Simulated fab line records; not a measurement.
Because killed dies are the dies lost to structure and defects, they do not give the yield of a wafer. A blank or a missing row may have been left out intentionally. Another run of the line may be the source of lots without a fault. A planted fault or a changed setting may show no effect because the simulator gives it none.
Which tool did it? :: flow gf180mcu :: 18 wafers from 6 lots sampled at 2 of the route's 602 steps

WHAT THE GAUGES SHOWED, per wafer
GF_MVSD_TW_MEAS_11.
lot: L370
measured: day 4 22:13
on: film-metro-03
MVSD_TW: 1563 1581 1564

lot: L372
measured: day 5 09:52
on: film-metro-01
MVSD_TW: 1568 1568 1568

lot: L381
measured: day 7 18:17
on: film-metro-03
MVSD_TW: 1514 1511 1514 1507 1506 1512

lot: L383
measured: day 8 04:41
on: film-metro-01
MVSD_TW: 1587 1588 1589

lot: L388
measured: day 9 13:08
on: film-metro-03
MVSD_TW: 1564 1566 1574

lot: L391
measured: day 10 05:15
on: film-metro-03
MVSD_TW: 1575 1571 1567

WHICH TOOL RAN EACH LOT (tool, then ch and the chambers of the sampled wafers, then the start)
lot: L370
GF_MVSD_IMPLANT_08: implanter-03 ch 0, day 4 21:50

lot: L372
GF_MVSD_IMPLANT_08: implanter-01 ch 0, day 5 09:29

lot: L381
GF_MVSD_IMPLANT_08: implanter-03 ch 0, day 7 17:54

lot: L383
GF_MVSD_IMPLANT_08: implanter-02 ch 0, day 8 04:19

lot: L388
GF_MVSD_IMPLANT_08: implanter-01 ch 0, day 9 12:46

lot: L391
GF_MVSD_IMPLANT_08: implanter-03 ch 0, day 10 04:51
- GF_MVSD_IMPLANT_08

THE ANSWER, worked out from the rows above alone
Rule: what is usual is taken from the lots themselves. The widest of any qualifying gaps counts: lots, ordered by their means at a reading, are off when they make up no more than a third of the lots, leave a main group of 4 or more, and stand apart from it by 3 or more times the standard deviation of that group's means. If all means in a main group match to the digits the tables above print for the reading, that group is not used. Also off: a lot with no number at a reading for which 4 or more lots have one. All remaining lots with rows at the step are treated as sound.
Off: L381, at GF_MVSD_TW_MEAS_11 (MVSD_TW). The main group has a mean of 1573 with a standard deviation of 7.6.
A tool fits if, at a process step before that reading, it ran every lot that is off, and no sound lot after the first of them. The gauges at GF_MVSD_TW_MEAS_11 are tried like those tools. Not one of the candidates tried fits.

WHAT HAD BEEN PUT IN BY THE SIMULATOR
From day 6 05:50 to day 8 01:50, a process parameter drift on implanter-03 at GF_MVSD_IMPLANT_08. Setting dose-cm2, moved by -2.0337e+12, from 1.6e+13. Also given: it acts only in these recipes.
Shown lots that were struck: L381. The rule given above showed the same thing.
